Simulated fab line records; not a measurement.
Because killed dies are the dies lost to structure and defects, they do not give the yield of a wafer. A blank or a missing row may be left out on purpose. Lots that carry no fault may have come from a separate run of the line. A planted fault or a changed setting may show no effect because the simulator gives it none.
fab line records	flow sfq-line
[record] lots = 5	wafers = 23
route steps=325 shown INCOMING@2 L0@3 L0V@17 M0@32 I0@47 M1@59
start-h: the number of hours between the record's first day and the start of the first shown wafer of the lot	wait-h: hours elapsed since this lot's preceding step	" identical to the entry in the row above	L1.1+2: several wafers, shown together as one row	- value missing, or start not given	* or withheld: withheld	< > ~ a bound
route shown NAME@n: names a module that has steps shown in the file, with the first one's number in the route	usual: mean/standard deviation of fault-free wafers	same: alike in all rows	chamber/n: place in a boat	sites: readings site by site	_std_site: standard deviation across them	_edge_site: the outer-site mean with the inner-site mean subtracted	radius-mm: for every site, how far away it sits from the centre of the wafer	mask NAME#n: copy n	behind: the last tool/chamber to shape the wafer	hold: why the lot was held/for how many hours/how that ended	device: the n, p or np transistor that did not switch	end of line: tests run on the same wafers once the route is complete	for a step that has no rows: nothing shown but its recipe	killed: count of dies lost to structure and defects at first sort (not the wafer's yield)	map: a wafer's dies, x killed, . not, _ none there
set.NAME: the setting the step ran with; set.NAME@STEP: the setting that earlier step ran with	model.NAME: the simulator's own value behind a step, which no gauge read
lots run with intentionally changed settings; tables by step, rows by wafer
[[steps]]
[step SFQ_TRILAYER_INCOMING_OXIDATION_002]
[recipe] temp-c = 1000	ambient = H2O	target-thk-a = 5000	p-h2o-torr = 720	ox-time-s = 4939
lot.wafer	tool	chamber	start-h	wait-h	set.temp-c	model.SiO2_of_TRILAYER_INCOMING_OXIDATION_002.thk-nm
L076.1	-	-	-	0.1	1000	506.6
L076.2	"	-	"	"	1000	507.7
L076.3	"	-	"	"	1000	500.9
L076.5	"	-	"	"	1000	507.8
L076.6	"	-	"	"	1000	517
L077.1	-	-	-	0.1	983.6	447.9
L077.3	"	-	"	"	983.6	441.2
L077.4	"	-	"	"	983.6	447
L077.5	"	-	"	"	983.6	446
L077.6	"	-	"	"	983.6	445.8
L079.1	-	-	-	0.1	981.9	458.5
L079.3	"	-	"	"	981.9	451.6
L079.4	"	-	"	"	981.9	449.1
L079.5	"	-	"	"	981.9	445.9
L079.6	"	-	"	"	981.9	446.5
L081.1	furnace-02	0	45.12	0.1	1000	518.9
L081.3	"	0	"	"	1000	509.5
L081.4	"	0	"	"	1000	508.6
L083.1	-	-	-	0.1	1000	489.4
L083.2+3	"	-	"	"	1000	499.5
L083.4	"	-	"	"	1000	500.7
L083.6	"	-	"	"	1000	502
[step SFQ_TRILAYER_L0_DEP_SPUTTER_003]
[recipe] material = MoNx_KI	base-pressure-pa = 1.33e-06	target-thk-nm = 40	power-w = 800	time-s = 100	chamber-pressure-pa = 0.4
lot.wafer	tool	chamber	start-h	wait-h	set.power-w	model.MoNx_KI_of_TRILAYER_L0_DEP_SPUTTER_003.thk-nm
L076.1	pvd-sputter-05	-	-	-	800	40.15
L076.2	"	-	"	"	800	39.56
L076.3	"	-	"	"	800	39.64
L076.5	"	-	"	"	800	39.85
L076.6	"	-	"	"	800	40.09
L077.1	pvd-sputter-03	-	-	-	705.3	34.51
L077.3	"	-	"	"	705.3	35.13
L077.4	"	-	"	"	800	40.57
L077.5	"	-	"	"	800	40.6
L077.6	"	-	"	"	800	40.04
L079.1	pvd-sputter-06	-	-	-	800	40.05
L079.3	"	-	"	"	800	39.77
L079.4	"	-	"	"	713.6	35.22
L079.5	"	-	"	"	800	39.92
L079.6	"	-	"	"	713.6	35.65
L081.1	pvd-sputter-06	-	47.49	0.0	800	40.54
L081.3	"	-	"	"	800	40.58
L081.4	"	-	"	"	800	40.29
L083.1	pvd-sputter-03	-	-	-	800	40.21
L083.2	"	-	"	"	800	40.36
L083.3	"	-	"	"	751.1	37.15
L083.4	"	-	"	"	751.1	37.11
L083.6	"	-	"	"	751.1	38.11
[step SFQ_L0_RS_MEAS_901]
[recipe] thk-meas-gauge = four-point-probe	reads = MoNx_KI_of_TRILAYER_L0_DEP_SPUTTER_003
[usual] L0_MONX_KI_RS = 43.6/0.54
lot.wafer	tool	chamber	start-h	wait-h	set.power-w@TRILAYER_L0_DEP_SPUTTER_003	L0_MONX_KI_RS[ohm/sq]
L076.1	film-metro-04	-	22.56	0.0	800	43.5
L076.2	"	-	"	"	800	44.2
L076.3	"	-	"	"	800	43.9
L076.5	"	-	"	"	800	43.8
L076.6	"	-	"	"	800	43.5
L077.1	film-metro-02	-	27.56	0.0	705.3	50.7
L077.3	"	-	"	"	705.3	49.6
L077.4	"	-	"	"	800	42.9
L077.5	"	-	"	"	800	42.9
L077.6	"	-	"	"	800	43.4
L079.1	film-metro-02	-	37.56	0.0	800	43.5
L079.3	"	-	"	"	800	43.8
L079.4	"	-	"	"	713.6	49.5
L079.5	"	-	"	"	800	43.6
L079.6	"	-	"	"	713.6	48.9
L081.1	film-metro-03	-	47.56	0.0	800	42.8
L081.3	"	-	"	"	800	42.8
L081.4	"	-	"	"	800	43.2
L083.1	film-metro-03	-	57.56	0.0	800	43.2
L083.2	"	-	"	"	800	43.0
L083.3	"	-	"	"	751.1	46.8
L083.4	"	-	"	"	751.1	46.8
L083.6	"	-	"	"	751.1	45.5
[step SFQ_L0_THK_MEAS_902]
[recipe] thk-meas-gauge = xrf	reads = MoNx_KI_of_TRILAYER_L0_DEP_SPUTTER_003
[usual] L0_MONX_KI_THK = 39.9/0.45
lot.wafer	tool	chamber	start-h	wait-h	set.power-w@TRILAYER_L0_DEP_SPUTTER_003	L0_MONX_KI_THK[nm]
L076.1	film-metro-04	-	22.68	0.1	800	40.3
L076.2	"	-	"	"	800	39.6
L076.3	"	-	"	"	800	39.5
L076.5	"	-	"	"	800	39.9
L076.6	"	-	"	"	800	40.0
L077.1	film-metro-02	-	27.68	0.1	705.3	34.4
L077.3	"	-	"	"	705.3	35.1
L077.4	"	-	"	"	800	40.6
L077.5	"	-	"	"	800	40.6
L077.6	"	-	"	"	800	40.0
L079.1	film-metro-02	-	37.68	0.1	800	40.1
L079.3	"	-	"	"	800	39.8
L079.4	"	-	"	"	713.6	35.2
L079.5	"	-	"	"	800	39.8
L079.6	"	-	"	"	713.6	35.7
L081.1	film-metro-03	-	47.68	0.1	800	40.6
L081.3	"	-	"	"	800	40.4
L081.4	"	-	"	"	800	40.0
L083.1	film-metro-03	-	57.68	0.1	800	40.0
L083.2	"	-	"	"	800	40.1
L083.3	"	-	"	"	751.1	37.1
L083.4	"	-	"	"	751.1	36.6
L083.6	"	-	"	"	751.1	37.9
[step SFQ_TRILAYER_L0_LITHO_PEB_008]
[recipe] peb-temp-c = 115	peb-time-s = 60	resist = KrF
lot.wafer	tool	chamber	start-h	wait-h	set.peb-time-s
L076.1+2	litho-track-01	0	68.76	1.0	60
L076.3+5+6	"	0	"	"	67.71
L077.1+3+4	litho-track-01	0	75.96	1.0	56.03
L077.5+6	"	0	"	"	60
L079.1+4+5	litho-track-04	0	89.12	1.0	60
L079.3+6	"	0	"	"	57.51
L081.1+3+4	litho-track-04	0	102.42	1.0	60
L083.1+2+6	litho-track-01	0	106.02	1.0	60
L083.3+4	"	0	"	"	56.97
[step SFQ_TRILAYER_L0_LITHO_DEVELOP_007]
[recipe] time-s = 60	resist = KrF
[step SFQ_TRILAYER_L0_BARC_OPEN_METAL_ETCH_010]
[recipe] mask-material = PR	chemistry = O2	target-depth-nm = 125	target = BARC	icp-w = 600	bias-w = 80	pressure-mtorr = 10	time-s = 41.7
lot.wafer	tool	chamber	start-h	wait-h	set.peb-time-s@TRILAYER_L0_LITHO_PEB_008	model.L0.cd-nm
L076.1+2	rie-metal-02	0	69.06	0.1	60	1999
L076.3+5+6	"	0	"	"	67.71	1982
L077.1	rie-metal-04	1	76.26	0.1	56.03	2010
L077.3	"	1	"	"	56.03	2009
L077.4	"	0	"	"	56.03	2011
L077.5+6	"	0,1	"	"	60	2001
L079.1+4	rie-metal-02	1	89.42	0.1	60	2000
L079.3	"	0	"	"	57.51	2006
L079.5	"	0	"	"	60	2001
L079.6	"	1	"	"	57.51	2007
L081.1+3	rie-metal-01	1	102.72	0.1	60	1999
L081.4	"	0	"	"	60	2001
L083.1	rie-metal-04	0	106.32	0.1	60	1999
L083.2+6	"	1	"	"	60	1998
L083.3+4	"	0,1	"	"	56.97	2006
[step SFQ_TRILAYER_L0_ETCH_METAL_ETCH_008]
[recipe] target = MoNx_KI	stop-on = SiO2	mask-material = PR	chemistry = SF6/O2	target-depth-nm = 50	icp-w = 600	bias-w = 80	pressure-mtorr = 10	time-s = 25
[usual] oes-product-au = 0.872/0.0067
lot.wafer	tool	chamber	start-h	wait-h	set.power-w@TRILAYER_L0_DEP_SPUTTER_003	oes-product-au
L076.1	rie-metal-02	0	69.18	0.1	800	0.874
L076.2	"	0	"	"	800	0.874
L076.3	"	0	"	"	800	0.865
L076.5	"	0	"	"	800	0.868
L076.6	"	0	"	"	800	0.867
L077.1	rie-metal-04	1	76.32	0.0	705.3	0.810
L077.3	"	1	"	"	705.3	0.816
L077.4	"	0	"	"	800	0.887
L077.5	"	0	"	"	800	0.881
L077.6	"	1	"	"	800	0.874
L079.1	rie-metal-02	1	89.48	0.0	800	0.875
L079.3	"	0	"	"	800	0.870
L079.4	"	1	"	"	713.6	0.817
L079.5	"	0	"	"	800	0.874
L079.6	"	1	"	"	713.6	0.817
L081.1	rie-metal-01	1	102.78	0.0	800	0.881
L081.3	"	1	"	"	800	0.881
L081.4	"	0	"	"	800	0.878
L083.1	rie-metal-04	0	106.38	0.0	800	0.876
L083.2	"	1	"	"	800	0.880
L083.3	"	0	"	"	751.1	0.834
L083.4	"	1	"	"	751.1	0.837
L083.6	"	1	"	"	751.1	0.855
[step SFQ_TRILAYER_L0_VIA_LITHO_COAT_018]
[recipe] resist = BARC	spin-rpm = 3000	resist-thk-nm = 62
lot.wafer	tool	chamber	start-h	wait-h	set.spin-rpm	model.BARC_of_TRILAYER_L0_VIA_LITHO_COAT_018.thk-nm
L076.1	litho-track-03	0	70.67	0.0	3091	61.12
L076.2	"	0	"	"	3000	62
L076.3	"	0	"	"	3000	62.08
L076.5	"	0	"	"	3000	62.21
L076.6	"	0	"	"	3091	61.06
L077.1	litho-track-02	0	77.18	0.0	3000	61.78
L077.3	"	0	"	"	3000	61.77
L077.4	"	0	"	"	3000	61.93
L077.5	"	0	"	"	3000	61.79
L077.6	"	0	"	"	3000	61.92
L079.1	litho-track-01	0	90.32	0.0	3000	62.18
L079.3	"	0	"	"	3000	61.85
L079.4	"	0	"	"	3116	60.88
L079.5	"	0	"	"	3116	60.9
L079.6	"	0	"	"	3116	61.02
L081.1	litho-track-03	0	103.80	0.0	3000	61.97
L081.3	"	0	"	"	3000	62.23
L081.4	"	0	"	"	3000	62.13
L083.1	litho-track-03	0	107.22	0.0	3000	62.45
L083.2	"	0	"	"	3000	62.34
L083.3	"	0	"	"	3000	62.3
L083.4	"	0	"	"	3000	62.38
L083.6	"	0	"	"	3000	62.32
[step SFQ_TRILAYER_L0_VIA_LITHO_PEB_016]
[recipe] peb-temp-c = 115	peb-time-s = 60	resist = KrF
lot.wafer	tool	chamber	start-h	wait-h	set.peb-time-s
L076.1+3+5	litho-track-01	0	123.33	1.0	60
L076.2+6	"	0	"	"	52.77
L077.1+3+5	litho-track-03	0	129.33	1.0	63.02
L077.4+6	"	0	"	"	60
L079.1+5	litho-track-03	0	145.68	1.0	65.1
L079.3+4+6	"	0	"	"	60
L081.1+3+4	litho-track-03	0	158.88	1.0	60
L083.1+2+3	litho-track-02	0	164.88	1.0	68.4
L083.4+6	"	0	"	"	60
[step SFQ_TRILAYER_L0_VIA_LITHO_DEVELOP_015]
[recipe] time-s = 60	resist = KrF
[step SFQ_TRILAYER_L0_VIA_BARC_OPEN_VIA_ETCH_021]
[recipe] mask-material = PR	chemistry = O2	target-depth-nm = 125	target = BARC	source-w = 500	bias-w = 80	pressure-mtorr = 30	time-s = 42.74
lot.wafer	tool	chamber	start-h	wait-h	set.peb-time-s@TRILAYER_L0_VIA_LITHO_PEB_016	model.L0V.cd-nm
L076.1	rie-diel-02	2	123.67	0.0	60	699.3
L076.2	"	1	"	"	52.77	682
L076.3	"	3	"	"	60	699
L076.5	"	0	"	"	60	699.6
L076.6	"	3	"	"	52.77	681.2
L077.1	rie-diel-02	0	129.67	0.0	63.02	706.6
L077.3	"	1	"	"	63.02	708.4
L077.4	"	3	"	"	60	699.1
L077.5	"	3	"	"	63.02	707.6
L077.6	"	2	"	"	60	701.2
L079.1	rie-diel-02	1	146.02	0.0	65.1	711.3
L079.3	"	2	"	"	60	700.4
L079.4	"	3	"	"	60	699
L079.5	"	0	"	"	65.1	712
L079.6	"	3	"	"	60	698.3
L081.1	rie-diel-02	2	159.22	0.0	60	702.3
L081.3	"	0	"	"	60	700.4
L081.4	"	3	"	"	60	700.2
L083.1	rie-diel-02	2	165.22	0.0	68.4	718.2
L083.2	"	0	"	"	68.4	718.7
L083.3	"	3	"	"	68.4	717
L083.4	"	1	"	"	60	700.6
L083.6	"	0	"	"	60	699.3
[step SFQ_TRILAYER_M0_LITHO_COAT_026]
[recipe] resist = BARC	spin-rpm = 3000	resist-thk-nm = 62
lot.wafer	tool	chamber	start-h	wait-h	set.spin-rpm	model.BARC_of_TRILAYER_M0_LITHO_COAT_026.thk-nm
L076.1	litho-track-02	0	124.82	0.1	3091	60.94
L076.2	"	0	"	"	3000	61.9
L076.3	"	0	"	"	3000	61.89
L076.5	"	0	"	"	3091	61.06
L076.6	"	0	"	"	3000	61.96
L077.1	litho-track-01	0	130.82	0.1	3000	61.85
L077.3	"	0	"	"	3000	61.95
L077.4	"	0	"	"	3000	62.05
L077.5	"	0	"	"	3000	62.09
L077.6	"	0	"	"	3000	61.84
L079.1	litho-track-01	0	147.17	0.1	3000	61.89
L079.3	"	0	"	"	3000	62.17
L079.4	"	0	"	"	3000	62.09
L079.5	"	0	"	"	3000	62.02
L079.6	"	0	"	"	3000	61.95
L081.1	litho-track-01	0	160.37	0.1	3000	61.71
L081.3	"	0	"	"	3000	61.54
L081.4	"	0	"	"	3000	61.46
L083.1	litho-track-04	0	166.37	0.1	3102	61.04
L083.2	"	0	"	"	3000	62.04
L083.3	"	0	"	"	3102	60.99
L083.4	"	0	"	"	3102	61.01
L083.6	"	0	"	"	3000	62.07
[step SFQ_TRILAYER_M0_LITHO_COAT_021]
[recipe] resist = KrF	spin-rpm = 3000	resist-thk-nm = 600
lot.wafer	tool	chamber	start-h	wait-h	set.spin-rpm	model.KrF_of_TRILAYER_M0_LITHO_COAT_021.thk-nm
L076.1	litho-track-02	0	125.12	0.2	3172	582.9
L076.2	"	0	"	"	3000	599.3
L076.3	"	0	"	"	3000	600.2
L076.5	"	0	"	"	3172	583.7
L076.6	"	0	"	"	3172	585.5
L077.1	litho-track-01	0	131.12	0.2	3000	598.9
L077.3	"	0	"	"	3135	588.1
L077.4	"	0	"	"	3135	587.9
L077.5	"	0	"	"	3000	601.3
L077.6	"	0	"	"	3135	587.4
L079.1	litho-track-01	0	147.47	0.2	3000	600.6
L079.3	"	0	"	"	3000	601.8
L079.4	"	0	"	"	2929	608.7
L079.5	"	0	"	"	2929	608.5
L079.6	"	0	"	"	3000	601.7
L081.1+3	litho-track-01	0	160.67	0.2	3000	597.2
L081.4	"	0	"	"	3000	597.6
L083.1	litho-track-04	0	166.67	0.2	3000	601.7
L083.2	"	0	"	"	3000	600.3
L083.3	"	0	"	"	3000	600.8
L083.4	"	0	"	"	3000	601.8
L083.6	"	0	"	"	3000	602.8
[step SFQ_TRILAYER_M0_LITHO_SOFTBAKE_025]
[recipe] temp-c = withheld	time-s = withheld	resist = KrF
[step SFQ_TRILAYER_M0_LITHO_EXPOSE_022]
[recipe] mask-id = M0	na = 0.6	source-shape = conventional	sigma-outer = 0.65	target-cd-nm = 500	dose-mj = 14.4
[step SFQ_TRILAYER_M0_BARC_OPEN_METAL_ETCH_031]
[recipe] mask-material = PR	chemistry = O2	target-depth-nm = 125	target = BARC	icp-w = 600	bias-w = 80	pressure-mtorr = 10	time-s = 41.7
[step SFQ_TRILAYER_M0_ETCH_METAL_ETCH_024]
[recipe] target = Nb	stop-on = SiO2	mask-material = PR	chemistry = Cl2/Ar	target-depth-nm = 240	icp-w = 600	bias-w = 80	pressure-mtorr = 10	time-s = 120
lot.wafer	tool	chamber	start-h	wait-h	set.spin-rpm@TRILAYER_M0_LITHO_COAT_021	model.KrF_of_TRILAYER_M0_LITHO_COAT_021.thk-nm
L076.1	rie-metal-02	1	177.76	0.0	3172	363.5
L076.2	"	0	"	"	3000	379.3
L076.3	"	0	"	"	3000	381.7
L076.5	"	1	"	"	3172	364.6
L076.6	"	0	"	"	3172	367.4
L077.1	rie-metal-01	1	182.62	0.1	3000	378.6
L077.3	"	1	"	"	3135	367.5
L077.4	"	1	"	"	3135	368
L077.5	"	1	"	"	3000	380.4
L077.6	"	1	"	"	3135	366.3
L079.1	rie-metal-01	1	199.42	0.1	3000	378.9
L079.3	"	1	"	"	3000	379.9
L079.4	"	1	"	"	2929	388
L079.5	"	1	"	"	2929	385.4
L079.6	"	1	"	"	3000	381
L081.1	rie-metal-03	1	213.76	0.0	3000	380.4
L081.3	"	0	"	"	3000	379.2
L081.4	"	1	"	"	3000	380.3
L083.1	rie-metal-02	0	217.36	0.0	3000	383.5
L083.2	"	1	"	"	3000	384.7
L083.3	"	1	"	"	3000	384.4
L083.4	"	0	"	"	3000	383.9
L083.6	"	1	"	"	3000	386.4
[step SFQ_TRILAYER_I0_VIA_LITHO_COAT_036]
[recipe] resist = BARC	spin-rpm = 3000	resist-thk-nm = 62
lot.wafer	tool	chamber	start-h	wait-h	set.spin-rpm	model.BARC_of_TRILAYER_I0_VIA_LITHO_COAT_036.thk-nm
L076.1+6	litho-track-03	0	184.26	1.0	3000	62.03
L076.2	"	0	"	"	3000	61.81
L076.3	"	0	"	"	3000	62.05
L076.5	"	0	"	"	3000	61.89
L077.1	litho-track-03	0	189.66	1.0	2890	63.51
L077.3	"	0	"	"	3000	62.26
L077.4	"	0	"	"	2890	63.18
L077.5	"	0	"	"	3000	62.13
L077.6	"	0	"	"	2890	63.25
L079.1	litho-track-03	0	206.16	1.0	3000	61.99
L079.3	"	0	"	"	2789	64.27
L079.4	"	0	"	"	2789	64.28
L079.5	"	0	"	"	3000	61.97
L079.6	"	0	"	"	3000	61.81
L081.1	litho-track-04	0	220.87	1.0	3000	61.8
L081.3	"	0	"	"	3000	61.88
L081.4	"	0	"	"	3000	61.91
L083.1	litho-track-02	0	226.53	1.0	3000	61.86
L083.2	"	0	"	"	3000	61.91
L083.3	"	0	"	"	2894	62.76
L083.4	"	0	"	"	2894	62.96
L083.6	"	0	"	"	2894	62.88
[step SFQ_TRILAYER_I0_VIA_BARC_OPEN_VIA_ETCH_046]
[recipe] mask-material = PR	chemistry = O2	target-depth-nm = 125	target = BARC	source-w = 500	bias-w = 80	pressure-mtorr = 30	time-s = 41.7
lot.wafer	tool	chamber	start-h	wait-h	set.time-s	set.spin-rpm@TRILAYER_I0_VIA_LITHO_COAT_036	model.KrF_of_TRILAYER_I0_VIA_LITHO_COAT_031.thk-nm	model.etch.depth-nm
L076.1	rie-diel-03	0	247.91	0.0	37.77	3000	578.3	-
L076.2	"	2	"	"	37.77	3000	582	-
L076.3	"	3	"	"	41.7	3000	573	62.05
L076.5	"	0	"	"	41.7	3000	574	61.89
L076.6	"	3	"	"	41.7	3000	571.5	62.03
L077.1	rie-diel-01	2	255.11	0.0	41.7	2890	572.3	-
L077.3	"	1	"	"	47.28	3000	567.2	-
L077.4	"	3	"	"	41.7	2890	571.9	63.18
L077.5	"	3	"	"	47.28	3000	565.8	62.13
L077.6	"	0	"	"	47.28	2890	564.2	-
L079.1	rie-diel-03	1	274.41	0.0	41.7	3000	572.5	61.99
L079.3	"	0	"	"	41.7	2789	571.6	64.27
L079.4	"	2	"	"	41.7	2789	571.7	-
L079.5	"	0	"	"	41.7	3000	571.9	-
L079.6	"	1	"	"	41.7	3000	570.7	-
L081.1	rie-diel-03	2	292.00	0.0	41.7	3000	576.9	61.8
L081.3	"	1	"	"	41.7	3000	574.1	61.88
L081.4	"	3	"	"	41.7	3000	575.2	61.91
L083.1	rie-diel-03	1	301.15	0.0	41.7	3000	571.3	-
L083.2	"	0	"	"	41.7	3000	572.8	-
L083.3	"	3	"	"	41.7	2894	570.8	-
L083.4	"	2	"	"	41.7	2894	572.1	-
L083.6	"	0	"	"	41.7	2894	572	-
[step SFQ_TRILAYER_M1_DEP_SPUTTER_037]
[recipe] material = Nb	base-pressure-pa = 1.33e-06	chamber-pressure-pa = 0.1333	substrate-temp-c = 20	resputter-cathode-voltage-v = 400	target-thk-nm = 200	power-w = 2000	time-s = 133.3
lot.wafer	tool	chamber	start-h	wait-h	set.time-s	model.Nb_of_TRILAYER_M1_DEP_SPUTTER_037.thk-nm
L076.1	pvd-sputter-06	-	248.86	0.0	133.3	204
L076.2	"	-	"	"	133.3	202.4
L076.3	"	-	"	"	133.3	201.5
L076.5	"	-	"	"	133.3	202
L076.6	"	-	"	"	133.3	204.4
L077.1	pvd-sputter-04	-	256.08	0.0	119	179.6
L077.3	"	-	"	"	119	179.2
L077.4+5	"	-	"	"	133.3	200.1
L077.6	"	-	"	"	119	179.9
L079.1	pvd-sputter-06	-	275.58	0.0	133.3	202.8
L079.3	"	-	"	"	133.3	201.1
L079.4	"	-	"	"	133.3	201.6
L079.5	"	-	"	"	124.4	188.5
L079.6	"	-	"	"	124.4	188.3
L081.1	pvd-sputter-03	-	292.96	0.0	133.3	201.5
L081.3	"	-	"	"	133.3	200.1
L081.4	"	-	"	"	133.3	201.9
L083.1	pvd-sputter-06	-	302.11	0.0	146.2	220.8
L083.2	"	-	"	"	146.2	219.1
L083.3	"	-	"	"	133.3	199.7
L083.4	"	-	"	"	146.2	222.9
L083.6	"	-	"	"	133.3	200.6
[step SFQ_M1_RS_MEAS_909]
[recipe] thk-meas-gauge = four-point-probe	reads = Nb_of_TRILAYER_M1_DEP_SPUTTER_037
[usual] M1_NB_RS = 0.886/0.006
lot.wafer	tool	chamber	start-h	wait-h	set.time-s@TRILAYER_M1_DEP_SPUTTER_037	M1_NB_RS[ohm/sq]
L076.1	film-metro-04	-	248.95	0.0	133.3	0.874
L076.2	"	-	"	"	133.3	0.883
L076.3	"	-	"	"	133.3	0.886
L076.5	"	-	"	"	133.3	0.883
L076.6	"	-	"	"	133.3	0.872
L077.1	film-metro-03	-	256.17	0.0	119	0.991
L077.3	"	-	"	"	119	0.991
L077.4	"	-	"	"	133.3	0.889
L077.5	"	-	"	"	133.3	0.887
L077.6	"	-	"	"	119	0.988
L079.1	film-metro-01	-	275.67	0.0	133.3	0.879
L079.3	"	-	"	"	133.3	0.884
L079.4	"	-	"	"	133.3	0.883
L079.5	"	-	"	"	124.4	0.947
L079.6	"	-	"	"	124.4	0.944
L081.1	film-metro-04	-	293.05	0.0	133.3	0.885
L081.3	"	-	"	"	133.3	0.891
L081.4	"	-	"	"	133.3	0.883
L083.1	film-metro-04	-	302.20	0.0	146.2	0.808
L083.2	"	-	"	"	146.2	0.812
L083.3	"	-	"	"	133.3	0.893
L083.4	"	-	"	"	146.2	0.799
L083.6	"	-	"	"	133.3	0.887
[[key]]
[split] step = SFQ_TRILAYER_INCOMING_OXIDATION_002	setting = temp-c	stated = 1000	by = lot
[response] step = SFQ_TRILAYER_INCOMING_OXIDATION_002	reading = model.SiO2_of_TRILAYER_INCOMING_OXIDATION_002.thk-nm	change = +33	per = 1%	r = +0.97
[split] step = SFQ_TRILAYER_L0_DEP_SPUTTER_003	setting = power-w	stated = 800	by = wafer
[response] step = SFQ_TRILAYER_L0_DEP_SPUTTER_003	reading = model.MoNx_KI_of_TRILAYER_L0_DEP_SPUTTER_003.thk-nm	change = +0.448	per = 1%	r = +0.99
[response] step = SFQ_L0_RS_MEAS_901	reading = L0_MONX_KI_RS	change = -0.556	per = 1%	r = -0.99
[response] step = SFQ_L0_THK_MEAS_902	reading = L0_MONX_KI_THK	change = +0.452	per = 1%	r = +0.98
[response] step = SFQ_TRILAYER_L0_ETCH_METAL_ETCH_008	reading = oes-product-au	change = +0.00553	per = 1%	r = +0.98
[split] step = SFQ_TRILAYER_L0_LITHO_PEB_008	setting = peb-time-s	stated = 60	by = wafer
[response] step = SFQ_TRILAYER_L0_BARC_OPEN_METAL_ETCH_010	reading = model.L0.cd-nm	change = -1.37	per = 1%	r = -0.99
[split] step = SFQ_TRILAYER_L0_VIA_LITHO_COAT_018	setting = spin-rpm	stated = 3000	by = wafer
[response] step = SFQ_TRILAYER_L0_VIA_LITHO_COAT_018	reading = model.BARC_of_TRILAYER_L0_VIA_LITHO_COAT_018.thk-nm	change = -0.3	per = 1%	r = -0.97
[split] step = SFQ_TRILAYER_L0_VIA_LITHO_PEB_016	setting = peb-time-s	stated = 60	by = wafer
[response] step = SFQ_TRILAYER_L0_VIA_BARC_OPEN_VIA_ETCH_021	reading = model.L0V.cd-nm	change = +1.39	per = 1%	r = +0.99
[split] step = SFQ_TRILAYER_M0_LITHO_COAT_026	setting = spin-rpm	stated = 3000	by = wafer
[response] step = SFQ_TRILAYER_M0_LITHO_COAT_026	reading = model.BARC_of_TRILAYER_M0_LITHO_COAT_026.thk-nm	change = -0.305	per = 1%	r = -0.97
[split] step = SFQ_TRILAYER_M0_LITHO_COAT_021	setting = spin-rpm	stated = 3000	by = wafer
[response] step = SFQ_TRILAYER_M0_LITHO_COAT_021	reading = model.KrF_of_TRILAYER_M0_LITHO_COAT_021.thk-nm	change = -2.76	per = 1%	r = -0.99
[response] step = SFQ_TRILAYER_M0_ETCH_METAL_ETCH_024	reading = model.KrF_of_TRILAYER_M0_LITHO_COAT_021.thk-nm	change = -2.71	per = 1%	r = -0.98
[split] step = SFQ_TRILAYER_I0_VIA_LITHO_COAT_036	setting = spin-rpm	stated = 3000	by = wafer
[response] step = SFQ_TRILAYER_I0_VIA_LITHO_COAT_036	reading = model.BARC_of_TRILAYER_I0_VIA_LITHO_COAT_036.thk-nm	change = -0.32	per = 1%	r = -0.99
[response] step = SFQ_TRILAYER_I0_VIA_BARC_OPEN_VIA_ETCH_046	reading = model.etch.depth-nm	change = -0.316	per = 1%	r = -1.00
[split] step = SFQ_TRILAYER_I0_VIA_BARC_OPEN_VIA_ETCH_046	setting = time-s	stated = 41.7	by = wafer
[response] step = SFQ_TRILAYER_I0_VIA_BARC_OPEN_VIA_ETCH_046	reading = model.KrF_of_TRILAYER_I0_VIA_LITHO_COAT_031.thk-nm	change = -0.575	per = 1%	r = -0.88
[split] step = SFQ_TRILAYER_M1_DEP_SPUTTER_037	setting = time-s	stated = 133.3	by = wafer
[response] step = SFQ_TRILAYER_M1_DEP_SPUTTER_037	reading = model.Nb_of_TRILAYER_M1_DEP_SPUTTER_037.thk-nm	change = +2.02	per = 1%	r = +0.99
[response] step = SFQ_M1_RS_MEAS_909	reading = M1_NB_RS	change = -0.00918	per = 1%	r = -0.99
